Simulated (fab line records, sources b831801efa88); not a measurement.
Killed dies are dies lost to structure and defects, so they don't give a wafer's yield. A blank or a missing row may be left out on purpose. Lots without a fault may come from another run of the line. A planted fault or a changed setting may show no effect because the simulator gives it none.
fab line records | flow sky130
record lots=13 wafers=39 last_day=50
route steps=708 shown VT_ADJUST_HVTR@141 SD_N@349 LOCAL_INTERCONNECT@389 METAL2@503 PAD_OPEN@708
lots that met no fault: from a run of the same line without faults
start_h: hours from the record's first day to the start of the lot's first wafer shown | wait_h: hours since the lot's step before | " the same as in the row above | L1.1+2: a row that stands for several wafers | - no value, or no start given | * or withheld: withheld | < > ~ a bound
route shown NAME@n: a module of which the file shows steps, and the number in the route of the first | usual: mean/standard deviation of fault-free wafers | same: alike in all rows | chamber/n: place in a boat | sites: the reading at each site | _std_site: their standard deviation | _edge_site: outer sites' mean less inner sites' | radius_mm: how far each site lies from the wafer's centre | mask NAME#n: copy n | behind: the tool/chamber that last shaped the wafer | hold: why the lot was held/for how many hours/how that ended | device: the transistor (n, p or np) that didn't switch | end of line: the same wafers' tests at the end of the route | a step without rows: its recipe alone | killed: dies lost to structure and defects at the first sort, not the wafer's yield | map: a wafer's dies, x killed, . not, _ none there
set.NAME: the setting as run; set.NAME@STEP: as run at that earlier step | model.NAME: the simulator's own value behind a step, which no gauge read
steps of the route over a sample of lots; a table a step, a row a wafer
services: from which hour (start_h, from the record's first day; less than 0 if before it) a tool's chamber was out of use, for how many hours, and why
## steps
# step SKY_VT_ADJUST_HVTR_STRIP_10
# recipe chemistry=O2/N2 power_w=1400 pressure_mtorr=1500 platen_temp_c=withheld o2_flow_sccm=3000 n2_flow_sccm=300 overash_fraction=0.5
# usual drypump_motor_current_A=5.4/0.45 oes_product_au=0.715/0.0044 strip_time_to_endpoint_s=14.16/0.034
# columns lot.wafer tool chamber start_h wait_h drypump_motor_current_A oes_product_au rf_hours_counter_h strip_time_to_endpoint_s
L875.1 plasma_asher-04 1 199.06 0.1 5.9 0.718 37 14.15
L875.2 " 0 " " 5.0 0.714 37 14.18
L875.4 " 1 " " 5.9 0.723 - 14.16
L876.2 plasma_asher-04 1 205.81 0.1 5.9 0.715 38 14.19
L876.4 " 0 " " 4.9 0.715 - 14.14
L876.5 " 0 " " 5.0 0.711 - 14.17
L879.2 plasma_asher-02 1 231.26 0.1 4.9 0.717 55 14.14
L879.3 " 0 " " 5.0 0.715 - 14.20
L879.6 " 1 " " 4.9 0.718 - 14.21
L880.1 plasma_asher-03 0 235.36 0.1 5.8 0.714 56 14.10
L880.5 " 0 " " 5.8 0.718 - 14.12
L880.6 " 1 " " 6.0 0.714 - 14.15
L882.2 plasma_asher-02 0 255.59 0.1 5.0 0.716 57 14.12
L882.4 " 1 " " 4.9 0.709 - 14.12
L882.5 " 1 " " 5.0 0.720 - 14.13
L883.2 plasma_asher-02 0 273.04 0.1 5.0 0.708 60 14.11
L883.4 " 0 " " 5.0 0.719 - 14.09
L883.5 " 0 " " 5.0 0.715 - 14.13
L885.3 plasma_asher-02 0 284.02 0.1 5.0 0.751 - 13.34
L885.5 " 1 " " 5.0 0.718 - 14.16
L885.6 " 0 " " 5.0 0.748 - 13.36
L886.1 plasma_asher-04 0 284.71 0.1 5.0 0.712 46 14.15
L886.3 " 1 " " 5.8 0.711 - 14.17
L886.4 " 0 " " 5.0 0.714 - 14.14
L884.1 plasma_asher-02 1 285.81 0.1 4.9 0.709 61 14.19
L884.5 " 1 " " 4.9 0.709 - 14.17
L884.6 " 0 " " 5.0 0.749 - 13.33
L892.2 plasma_asher-04 1 323.24 0.1 5.9 0.709 50 14.16
L892.3 " 0 " " 5.0 0.713 - 14.17
L892.5 " 1 " " 5.9 0.726 - 14.13
L893.1 plasma_asher-04 1 337.11 0.1 5.9 0.717 52 14.16
L893.3 " 0 " " 5.0 0.716 - 14.15
L893.5 " 0 " " 5.0 0.713 - 14.15
L896.2 plasma_asher-04 0 351.21 0.1 5.0 0.716 53 14.23
L896.4 " 0 " " 5.0 0.722 - 14.19
L896.5 " 1 " " 5.8 0.723 - 14.21
L897.1 plasma_asher-02 1 369.69 0.1 5.0 0.715 71 14.10
L897.2 " 0 " " 5.0 0.715 71 14.13
L897.6 " 0 " " 5.0 0.714 - 14.13
# step SKY_SD_N_CD_MEAS_07
# recipe target_cd_nm=380
# usual cd_nm=380.2/2.4
# columns lot.wafer tool chamber start_h wait_h cd_nm
L875.1 cd_sem-02 - 645.43 0.1 381.8
L875.2 " - " " 380.6
L875.4 " - " " 380.9
L876.2 cd_sem-01 - 651.13 0.1 377.3
L876.4 " - " " 375.3
L876.5 " - " " 374.6
L879.2 cd_sem-02 - 671.05 0.1 381.7
L879.3 " - " " 381.2
L879.6 " - " " 380.1
L880.1 cd_sem-01 - 696.23 0.1 378.9
L880.5 " - " " 377.4
L880.6 " - " " 380.9
L882.2 cd_sem-01 - 707.86 0.1 379.6
L882.4 " - " " 380.6
L882.5 " - " " 377.7
L883.2 cd_sem-01 - 727.35 0.1 381.3
L883.4 " - " " 380.5
L883.5 " - " " 383.2
L886.1 cd_sem-02 - 737.46 0.1 376.2
L886.3 " - " " 378.3
L886.4 " - " " 379.8
L885.3 cd_sem-02 - 740.45 0.1 384.0
L885.5 " - " " 383.7
L885.6 " - " " 382.7
L884.1 cd_sem-01 - 740.53 0.1 379.5
L884.5 " - " " 380.5
L884.6 " - " " 381.5
L892.2 cd_sem-01 - 785.18 0.1 379.5
L892.3 " - " " 376.3
L892.5 " - " " 376.6
L893.1 cd_sem-01 - 789.06 0.2 379.6
L893.3 " - " " 377.0
L893.5 " - " " 376.5
L896.2 cd_sem-02 - 800.71 0.1 380.2
L896.4 " - " " 381.1
L896.5 " - " " 380.3
L897.1 cd_sem-02 - 818.88 0.1 377.7
L897.2 " - " " 380.6
L897.6 " - " " 380.6
# step SKY_LOCAL_INTERCONNECT_THK_MEAS_02
# recipe thk_meas_gauge=xrf reads=TiN_of_LOCAL_INTERCONNECT_SPUTTER_00
# usual LOCAL_INTERCONNECT_TIN_THK=98.5/0.96
# columns lot.wafer tool chamber start_h wait_h LOCAL_INTERCONNECT_TIN_THK[nm]
L875.1 film_metro-01 - 677.06 0.1 96.6
L875.2 " - " " 97.2
L875.4 " - " " 97.4
L876.2 film_metro-04 - 682.28 0.1 97.4
L876.4 " - " " 97.4
L876.5 " - " " 97.3
L879.2 film_metro-02 - 702.26 0.1 98.2
L879.3 " - " " 96.9
L879.6 " - " " 98.0
L880.1 film_metro-04 - 726.72 0.1 99.2
L880.5 " - " " 99.6
L880.6 " - " " 99.0
L882.2 film_metro-04 - 738.41 0.1 98.4
L882.4 " - " " 97.3
L882.5 " - " " 98.2
L883.2 film_metro-01 - 757.47 0.1 98.7
L883.4 " - " " 99.9
L883.5 " - " " 99.4
L886.1 film_metro-04 - 767.66 0.1 100.3
L886.3 " - " " 100.9
L886.4 " - " " 99.9
L885.3 film_metro-04 - 770.57 0.1 99.7
L885.5 " - " " 100.0
L885.6 " - " " 99.8
L884.1 film_metro-04 - 770.93 0.1 99.1
L884.5 " - " " 98.4
L884.6 " - " " 99.3
L892.2 film_metro-02 - 815.21 0.1 97.3
L892.3 " - " " 97.3
L892.5 " - " " 98.3
L893.1 film_metro-01 - 818.95 0.1 98.5
L893.3 " - " " 99.0
L893.5 " - " " 99.4
L896.2 film_metro-02 - 830.71 0.1 99.3
L896.4 " - " " 97.4
L896.5 " - " " 97.7
L897.1 film_metro-02 - 847.93 0.1 97.7
L897.2 " - " " 98.4
L897.6 " - " " 99.3
# step SKY_METAL2_STRIP_20
# recipe chemistry=O2/N2 power_w=1400 pressure_mtorr=1500 platen_temp_c=withheld o2_flow_sccm=3000 n2_flow_sccm=300 overash_fraction=0.5
# usual drypump_motor_current_A=5.4/0.45 oes_product_au=0.343/0.0043 strip_time_to_endpoint_s=2.71/0.042
# columns lot.wafer tool chamber start_h wait_h drypump_motor_current_A oes_product_au rf_hours_counter_h strip_time_to_endpoint_s
L875.1 plasma_asher-04 1 818.20 0.1 5.9 0.345 98 2.73
L875.2 " 0 " " 5.0 0.330 98 2.64
L875.4 " 0 " " 4.9 0.339 - 2.64
L876.2 plasma_asher-04 0 823.74 0.1 5.0 0.345 98 2.72
L876.4 " 0 " " 5.0 0.346 - 2.70
L876.5 " 1 " " 5.9 0.345 - 2.74
L879.2 plasma_asher-02 1 843.93 0.1 4.9 0.343 10 2.67
L879.3 " 1 " " 5.0 0.345 - 2.66
L879.6 " 0 " " 5.0 0.350 - 2.69
L880.1 plasma_asher-03 1 866.98 0.1 5.9 0.345 45 2.69
L880.5 " 1 " " 5.9 0.344 - 2.68
L880.6 " 0 " " 5.8 0.334 - 2.70
L882.2 plasma_asher-03 1 875.53 0.1 5.9 0.344 46 2.71
L882.4 " 0 " " 5.8 0.339 - 2.68
L882.5 " 0 " " 5.8 0.341 - 2.71
L883.2 plasma_asher-04 0 896.39 0.1 5.0 0.350 105 2.70
L883.4 " 1 " " 5.9 0.342 - 2.70
L883.5 " 1 " " 5.9 0.338 - 2.74
L886.1 plasma_asher-02 1 903.88 0.1 4.9 0.342 16 2.70
L886.3 " 1 " " 4.9 0.342 - 2.69
L886.4 " 0 " " 5.0 0.349 - 2.76
L885.3 plasma_asher-03 1 906.21 0.1 5.9 0.346 - 2.70
L885.5 " 0 " " 5.8 0.344 - 2.73
L885.6 " 1 " " 6.0 0.342 - 2.70
L884.1 plasma_asher-04 0 908.48 0.1 5.0 0.346 107 2.69
L884.5 " 1 " " 5.9 0.348 - 2.72
L884.6 " 0 " " 5.0 0.342 - 2.75
L892.2 plasma_asher-02 0 951.91 0.1 5.0 0.341 21 2.69
L892.3 " 0 " " 5.0 0.349 - 2.83
L892.5 " 0 " " 5.0 0.345 - 2.80
L893.1 plasma_asher-02 0 952.53 0.1 5.0 0.350 21 2.77
L893.3 " 1 " " 4.9 0.342 - 2.68
L893.5 " 0 " " 5.0 0.344 - 2.75
L896.2 plasma_asher-03 1 961.94 0.1 5.9 0.344 55 2.68
L896.4 " 0 " " 5.8 0.345 - 2.70
L896.5 " 0 " " 5.7 0.343 - 2.68
L897.1 plasma_asher-03 1 979.04 0.1 5.9 0.341 57 2.68
L897.2 " 0 " " 5.8 0.348 57 2.67
L897.6 " 0 " " 5.8 0.347 - 2.70
# step SKY_PAD_OPEN_PROBE_99
# usual killed_at_M0_to_M3=43/6.5 killed_at_M4_up=3.1/1.8 killed_at_contacts=24/4.8 killed_at_front_end=15/4.7 killed_at_other=0.3/0.58 killed_dies=86/8.6 killed_on_rim=17/4.1 killed_open=47/6.7 killed_short=39/6.1
# same gross_dies=492 killed_at_back_side=0
# columns lot.wafer tool chamber start_h wait_h killed_at_M0_to_M3 killed_at_M4_up killed_at_contacts killed_at_front_end killed_at_other killed_dies killed_on_rim killed_open killed_short
L875.1 prober-01 - 1074.86 0.6 50 4 35 11 0 100 22 55 45
L875.2 prober-01 - 1074.91 0.6 46 2 23 15 0 86 18 50 36
L875.4 prober-01 - 1075.01 0.7 42 1 28 4 2 77 17 44 33
L876.2 prober-01 - 1075.75 0.1 41 4 26 15 1 87 16 49 38
L876.4 prober-01 - 1075.85 0.2 31 4 23 14 0 72 14 34 38
L876.5 prober-01 - 1075.90 0.2 48 2 34 17 2 103 20 58 45
L879.2 prober-01 - 1095.96 0.1 43 6 29 13 0 91 18 55 36
L879.3 prober-01 - 1096.01 0.2 34 0 32 12 2 80 16 49 31
L879.6 prober-01 - 1096.16 0.2 46 2 26 11 0 85 18 45 40
L880.1 prober-02 - 1107.06 0.1 44 2 30 14 1 91 20 47 44
L880.5 prober-02 - 1107.26 0.2 48 6 33 12 0 99 20 54 45
L880.6 prober-02 - 1107.31 0.2 40 2 25 13 0 80 12 50 30
L882.2 prober-02 - 1117.09 0.1 41 3 23 16 0 83 14 48 35
L882.4 prober-02 - 1117.19 0.2 47 5 23 24 0 99 16 55 44
L882.5 prober-02 - 1117.24 0.2 42 4 15 12 0 73 10 37 36
L883.2 prober-02 - 1135.01 0.1 40 3 26 13 1 83 16 51 32
L883.4 prober-02 - 1135.11 0.2 52 3 36 12 0 103 21 62 41
L883.5 prober-02 - 1135.16 0.2 51 3 23 15 0 92 17 45 47
L886.1 prober-01 - 1137.43 0.1 50 1 23 13 0 87 15 35 52
L886.3 prober-01 - 1137.53 0.2 52 4 26 16 0 98 18 50 48
L886.4 prober-01 - 1137.58 0.2 36 4 17 19 1 77 15 46 31
L885.3 prober-01 - 1141.13 0.2 38 4 28 20 0 90 15 49 41
L885.5 prober-01 - 1141.23 0.2 47 4 18 16 0 85 17 43 42
L885.6 prober-01 - 1141.28 0.2 43 2 28 13 0 86 21 45 41
L884.1 prober-01 - 1143.43 0.1 39 2 30 15 1 87 17 45 42
L884.5 prober-01 - 1143.63 0.2 44 8 16 11 1 80 14 50 30
L884.6 prober-01 - 1143.68 0.2 50 4 25 16 1 96 14 50 46
L892.2 prober-01 - 1176.09 0.1 53 0 23 17 0 93 22 51 42
L892.3 prober-01 - 1176.14 0.2 49 2 13 11 2 77 14 44 33
L892.5 prober-01 - 1176.24 0.2 36 5 21 12 1 75 18 37 38
L893.1 prober-02 - 1177.00 0.1 30 3 30 21 0 84 15 47 37
L893.3 prober-02 - 1177.10 0.2 39 2 30 13 0 84 16 53 31
L893.5 prober-02 - 1177.20 0.2 34 3 16 20 0 73 11 48 25
L896.2 prober-01 - 1185.02 0.1 55 2 24 6 0 87 21 52 35
L896.4 prober-01 - 1185.12 0.2 44 2 17 14 0 77 16 43 34
L896.5 prober-01 - 1185.17 0.2 40 6 15 17 0 78 19 47 31
L897.1 prober-02 - 1193.96 0.1 49 3 25 15 1 93 16 49 44
L897.2 prober-02 - 1194.01 0.1 30 1 28 21 1 81 18 53 28
L897.6 prober-02 - 1194.21 0.2 35 6 31 13 0 85 17 55 30
# killed by level:class
L875.1 VIA1:geometric_particle:open=13 LI_CONTACT:geometric_particle:open=11 VIA2:geometric_particle:open=9 CONTACT:geometric_particle:open=9 CONTACT:geometric_particle:short=8 VIA1:geometric_particle:short=8 METAL1:geometric_particle:short=7 FIELD_ISO:geometric_particle:open=5
L875.2 VIA3:geometric_particle:open=12 CONTACT:geometric_particle:open=7 VIA1:geometric_particle:open=7 FIELD_ISO:geometric_particle:open=6 METAL1:geometric_particle:short=6 LI_CONTACT:geometric_particle:open=5 CONTACT:geometric_particle:short=5 VIA1:geometric_particle:short=4
L875.4 VIA1:geometric_particle:open=14 CONTACT:geometric_particle:open=9 CONTACT:geometric_particle:short=7 LI_CONTACT:geometric_particle:open=6 VIA2:geometric_particle:open=6 METAL1:geometric_particle:short=4 METAL2:geometric_particle:short=4 LI_CONTACT:geometric_particle:short=3
L876.2 CONTACT:geometric_particle:open=8 VIA1:geometric_particle:open=8 LI_CONTACT:geometric_particle:open=7 POLY_GATE:geometric_particle:open=5 LOCAL_INTERCONNECT:geometric_particle:short=5 VIA2:geometric_particle:open=4 POLY_GATE:geometric_particle:short=4 METAL2:geometric_particle:short=4
L876.4 VIA1:geometric_particle:open=10 METAL2:geometric_particle:short=7 LI_CONTACT:geometric_particle:open=7 LOCAL_INTERCONNECT:geometric_particle:short=5 CONTACT:geometric_particle:open=5 POLY_GATE:geometric_particle:short=4 CONTACT:geometric_particle:short=4 FIELD_ISO:geometric_particle:open=3
L876.5 VIA3:geometric_particle:open=15 VIA1:geometric_particle:open=11 LOCAL_INTERCONNECT:geometric_particle:short=9 LI_CONTACT:geometric_particle:open=8 CONTACT:geometric_particle:open=7 FIELD_ISO:geometric_particle:short=6 LI_CONTACT:geometric_particle:short=6 FIELD_ISO:geometric_particle:open=5
L879.2 VIA1:geometric_particle:open=19 CONTACT:geometric_particle:open=11 LI_CONTACT:geometric_particle:open=7 POLY_GATE:geometric_particle:open=4 CONTACT:geometric_particle:short=4 LOCAL_INTERCONNECT:geometric_particle:short=4 METAL1:geometric_particle:short=4 VIA3:geometric_particle:open=4
L879.3 CONTACT:geometric_particle:open=15 VIA1:geometric_particle:open=10 VIA1:geometric_particle:short=7 LI_CONTACT:geometric_particle:open=6 POLY_GATE:geometric_particle:open=5 VIA2:geometric_particle:open=5 CONTACT:geometric_particle:short=4 LOCAL_INTERCONNECT:geometric_particle:short=4
L879.6 VIA2:geometric_particle:open=10 VIA1:geometric_particle:open=8 LOCAL_INTERCONNECT:geometric_particle:short=8 VIA3:geometric_particle:open=7 CONTACT:geometric_particle:open=7 POLY_GATE:geometric_particle:short=6 VIA1:geometric_particle:short=6 METAL2:geometric_particle:short=6
L880.1 CONTACT:geometric_particle:open=10 VIA2:geometric_particle:open=9 LI_CONTACT:geometric_particle:open=8 CONTACT:geometric_particle:short=7 METAL2:geometric_particle:short=7 FIELD_ISO:geometric_particle:short=5 METAL1:geometric_particle:short=5 VIA1:geometric_particle:open=5
L880.5 LI_CONTACT:geometric_particle:open=14 CONTACT:geometric_particle:open=9 VIA3:geometric_particle:open=8 VIA1:geometric_particle:open=7 VIA2:geometric_particle:open=7 METAL1:geometric_particle:short=5 LOCAL_INTERCONNECT:geometric_particle:short=4 CONTACT:geometric_particle:short=4
L880.6 CONTACT:geometric_particle:open=10 VIA1:geometric_particle:open=10 LI_CONTACT:geometric_particle:open=8 VIA2:geometric_particle:open=8 METAL1:geometric_particle:short=7 FIELD_ISO:geometric_particle:open=6 METAL2:geometric_particle:short=5 POLY_GATE:geometric_particle:short=3
L882.2 LI_CONTACT:geometric_particle:open=11 VIA1:geometric_particle:open=8 VIA1:geometric_particle:short=6 VIA2:geometric_particle:short=5 CONTACT:geometric_particle:open=5 VIA2:geometric_particle:open=5 FIELD_ISO:geometric_particle:open=4 POLY_GATE:geometric_particle:open=3
L882.4 VIA1:geometric_particle:open=11 VIA3:geometric_particle:open=9 VIA2:geometric_particle:open=8 FIELD_ISO:geometric_particle:open=6 POLY_GATE:geometric_particle:short=6 LI_CONTACT:geometric_particle:open=6 LOCAL_INTERCONNECT:geometric_particle:short=6 FIELD_ISO:geometric_particle:short=5
L882.5 VIA1:geometric_particle:open=11 VIA2:geometric_particle:open=7 METAL1:geometric_particle:short=6 CONTACT:geometric_particle:open=6 POLY_GATE:geometric_particle:short=4 LI_CONTACT:geometric_particle:open=4 METAL2:geometric_particle:short=4 VIA3:geometric_particle:open=4
L883.2 CONTACT:geometric_particle:open=10 VIA1:geometric_particle:open=7 VIA2:geometric_particle:open=7 LI_CONTACT:geometric_particle:open=6 FIELD_ISO:geometric_particle:open=5 VIA3:geometric_particle:open=5 METAL2:geometric_particle:short=4 POLY_GATE:geometric_particle:open=3
L883.4 CONTACT:geometric_particle:open=15 VIA1:geometric_particle:open=12 VIA2:geometric_particle:open=11 LI_CONTACT:geometric_particle:open=8 VIA1:geometric_particle:short=6 LOCAL_INTERCONNECT:geometric_particle:short=5 CONTACT:geometric_particle:short=5 METAL2:geometric_particle:short=5
L883.5 METAL1:geometric_particle:short=10 METAL2:geometric_particle:short=10 CONTACT:geometric_particle:open=9 VIA3:geometric_particle:open=9 LOCAL_INTERCONNECT:geometric_particle:short=5 LI_CONTACT:geometric_particle:open=5 VIA1:geometric_particle:short=5 VIA2:geometric_particle:open=5
L886.1 VIA1:geometric_particle:open=11 CONTACT:geometric_particle:open=9 METAL2:geometric_particle:short=8 VIA1:geometric_particle:short=8 METAL3:geometric_particle:short=7 VIA3:geometric_particle:open=5 POLY_GATE:geometric_particle:short=4 SPACER:geometric_particle:short=4
L886.3 VIA1:geometric_particle:open=16 METAL2:geometric_particle:short=10 CONTACT:geometric_particle:open=9 LOCAL_INTERCONNECT:geometric_particle:short=7 FIELD_ISO:geometric_particle:short=4 LI_CONTACT:geometric_particle:open=4 METAL1:geometric_particle:short=4 VIA3:geometric_particle:open=4
L886.4 VIA1:geometric_particle:open=11 CONTACT:geometric_particle:open=10 POLY_GATE:geometric_particle:short=7 METAL2:geometric_particle:short=5 FIELD_ISO:geometric_particle:open=4 POLY_GATE:geometric_particle:open=4 METAL1:geometric_particle:short=4 VIA2:geometric_particle:open=4
L885.3 VIA1:geometric_particle:open=13 CONTACT:geometric_particle:open=7 LI_CONTACT:geometric_particle:open=7 CONTACT:geometric_particle:short=7 VIA2:geometric_particle:open=7 FIELD_ISO:geometric_particle:short=6 POLY_GATE:geometric_particle:short=6 VIA3:geometric_particle:open=5
L885.5 VIA3:geometric_particle:open=9 METAL1:geometric_particle:short=8 VIA1:geometric_particle:open=7 LI_CONTACT:geometric_particle:open=7 CONTACT:geometric_particle:open=7 VIA1:geometric_particle:short=6 METAL3:geometric_particle:short=5 POLY_GATE:geometric_particle:open=4
L885.6 LI_CONTACT:geometric_particle:open=9 CONTACT:geometric_particle:open=9 VIA1:geometric_particle:open=9 METAL1:geometric_particle:short=8 METAL2:geometric_particle:short=6 VIA2:geometric_particle:open=6 VIA3:geometric_particle:short=6 POLY_GATE:geometric_particle:open=5
L884.1 CONTACT:geometric_particle:open=14 VIA1:geometric_particle:open=9 LOCAL_INTERCONNECT:geometric_particle:short=8 METAL2:geometric_particle:short=7 METAL1:geometric_particle:short=5 POLY_GATE:geometric_particle:open=5 VIA2:geometric_particle:open=5 POLY_GATE:geometric_particle:short=4
L884.5 VIA1:geometric_particle:open=13 VIA3:geometric_particle:open=10 LI_CONTACT:geometric_particle:open=5 CONTACT:geometric_particle:open=5 METAL1:geometric_particle:short=4 VIA1:geometric_particle:short=4 VIA2:geometric_particle:open=4 METAL4:geometric_particle:open=4
L884.6 VIA1:geometric_particle:open=12 METAL2:geometric_particle:short=11 CONTACT:geometric_particle:open=10 FIELD_ISO:geometric_particle:short=5 LI_CONTACT:geometric_particle:open=5 CONTACT:geometric_particle:short=5 METAL1:geometric_particle:short=5 METAL2:geometric_particle:open=5
L892.2 VIA1:geometric_particle:open=13 LI_CONTACT:geometric_particle:open=8 METAL2:geometric_particle:short=6 VIA1:geometric_particle:short=6 METAL1:geometric_particle:short=6 METAL1:geometric_particle:open=5 VIA3:geometric_particle:open=5 FIELD_ISO:geometric_particle:open=4
L892.3 VIA1:geometric_particle:open=10 METAL1:geometric_particle:short=9 VIA2:geometric_particle:open=9 CONTACT:geometric_particle:open=8 POLY_GATE:geometric_particle:open=5 VIA2:geometric_particle:short=5 VIA3:geometric_particle:open=5 POLY_GATE:geometric_particle:short=4
L892.5 VIA1:geometric_particle:open=7 CONTACT:geometric_particle:open=6 VIA3:geometric_particle:open=6 VIA1:geometric_particle:short=5 POLY_GATE:geometric_particle:short=4 METAL4:geometric_particle:short=4 LI_CONTACT:geometric_particle:open=4 CONTACT:geometric_particle:short=4
L893.1 POLY_GATE:geometric_particle:open=11 LI_CONTACT:geometric_particle:open=9 VIA1:geometric_particle:open=9 LI_CONTACT:geometric_particle:short=8 CONTACT:geometric_particle:open=7 METAL1:geometric_particle:short=6 CONTACT:geometric_particle:short=4 VIA3:geometric_particle:open=4
L893.3 VIA1:geometric_particle:open=13 LI_CONTACT:geometric_particle:open=11 CONTACT:geometric_particle:open=10 POLY_GATE:geometric_particle:open=6 VIA2:geometric_particle:short=5 METAL2:geometric_particle:short=5 VIA1:geometric_particle:short=4 CONTACT:geometric_particle:short=4
L893.5 VIA1:geometric_particle:open=10 POLY_GATE:geometric_particle:open=8 LI_CONTACT:geometric_particle:open=7 VIA1:geometric_particle:short=7 FIELD_ISO:geometric_particle:short=6 CONTACT:geometric_particle:open=5 VIA3:geometric_particle:open=5 VIA2:geometric_particle:open=5
L896.2 VIA1:geometric_particle:open=20 LI_CONTACT:geometric_particle:open=9 CONTACT:geometric_particle:open=8 VIA1:geometric_particle:short=7 VIA3:geometric_particle:open=7 METAL3:geometric_particle:short=5 LI_CONTACT:geometric_particle:short=4 METAL2:geometric_particle:short=4
L896.4 VIA1:geometric_particle:open=11 METAL2:geometric_particle:short=7 CONTACT:geometric_particle:open=6 VIA3:geometric_particle:open=6 VIA2:geometric_particle:open=6 POLY_GATE:geometric_particle:short=5 POLY_GATE:geometric_particle:open=3 LI_CONTACT:geometric_particle:open=3
L896.5 VIA1:geometric_particle:open=10 VIA3:geometric_particle:open=8 VIA2:geometric_particle:open=7 FIELD_ISO:geometric_particle:open=6 LI_CONTACT:geometric_particle:open=6 FIELD_ISO:geometric_particle:short=4 VIA2:geometric_particle:short=4 METAL4:geometric_particle:short=4
L897.1 METAL1:geometric_particle:short=10 VIA1:geometric_particle:open=9 CONTACT:geometric_particle:open=8 POLY_GATE:geometric_particle:open=7 VIA3:geometric_particle:open=7 LOCAL_INTERCONNECT:geometric_particle:short=6 VIA2:geometric_particle:open=6 CONTACT:geometric_particle:short=5
L897.2 CONTACT:geometric_particle:open=13 FIELD_ISO:geometric_particle:open=8 VIA1:geometric_particle:open=7 POLY_GATE:geometric_particle:short=6 LI_CONTACT:geometric_particle:open=6 VIA3:geometric_particle:open=5 LOCAL_INTERCONNECT:geometric_particle:short=4 CONTACT:geometric_particle:short=4
L897.6 CONTACT:geometric_particle:open=15 VIA3:geometric_particle:open=9 VIA2:geometric_particle:open=8 LI_CONTACT:geometric_particle:open=6 METAL1:geometric_particle:short=6 CONTACT:geometric_particle:short=5 VIA1:geometric_particle:open=5 FIELD_ISO:geometric_particle:open=4
## services
# columns tool chamber start_h hours kind
plasma_asher-03 - 261.69 14.6 pm
plasma_asher-03 - 382.99 1.5 repair
plasma_asher-02 - 386.27 1.2 repair
plasma_asher-03 - 421.25 9.0 pm
plasma_asher-03 0 421.25 9.0 vent_cycle
plasma_asher-03 1 421.25 9.0 vent_cycle
plasma_asher-03 0 430.25 - clean
plasma_asher-03 1 430.25 - clean
plasma_asher-02 - 450.08 9.2 repair
plasma_asher-02 - 610.52 5.1 repair
plasma_asher-03 - 638.66 2.8 pm
plasma_asher-02 - 639.31 1.4 repair
plasma_asher-04 - 677.54 28.1 pm
plasma_asher-02 - 714.43 14.6 pm
plasma_asher-02 - 733.77 9.0 pm
plasma_asher-02 0 733.77 9.0 vent_cycle
plasma_asher-02 1 733.77 9.0 vent_cycle
plasma_asher-02 0 742.77 - clean
plasma_asher-02 1 742.77 - clean
plasma_asher-04 - 750.63 2.5 repair
plasma_asher-04 - 863.47 1.0 repair
## key
first_sign step=SKY_VT_ADJUST_HVTR_STRIP_10 reading=strip_time_to_endpoint_s direction=down sigmas=24 usual=* struck=*
effect step=SKY_VT_ADJUST_HVTR_STRIP_10 reading=oes_product_au direction=up sigmas=7.7 usual=0.715 struck=0.749
met_at SKY_VT_ADJUST_HVTR_STRIP_10
struck_lots L884,L885
struck_wafers L884.6,L885.3,L885.6
tester_left_out L884,L885
not_acting_at SKY_SD_N_CD_MEAS_07,SKY_LOCAL_INTERCONNECT_THK_MEAS_02,SKY_METAL2_STRIP_20
onset_between 273.04 284.02
fault kind=process_parameter_drift tool=plasma_asher-02 chamber=0 onset_h=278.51 steps=SKY_VT_ADJUST_HVTR_STRIP_10 channel=power_w offset=* shape=step end_h=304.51 acts_in=* stated=*
# tester_left_out: of these lots the tester's yield and bins aren't shown, on N5 and GAA mostly nor the transistor test; their killed dies are dies lost to structure and defects alone, not to doping, threshold or leakage, so they don't give the yield
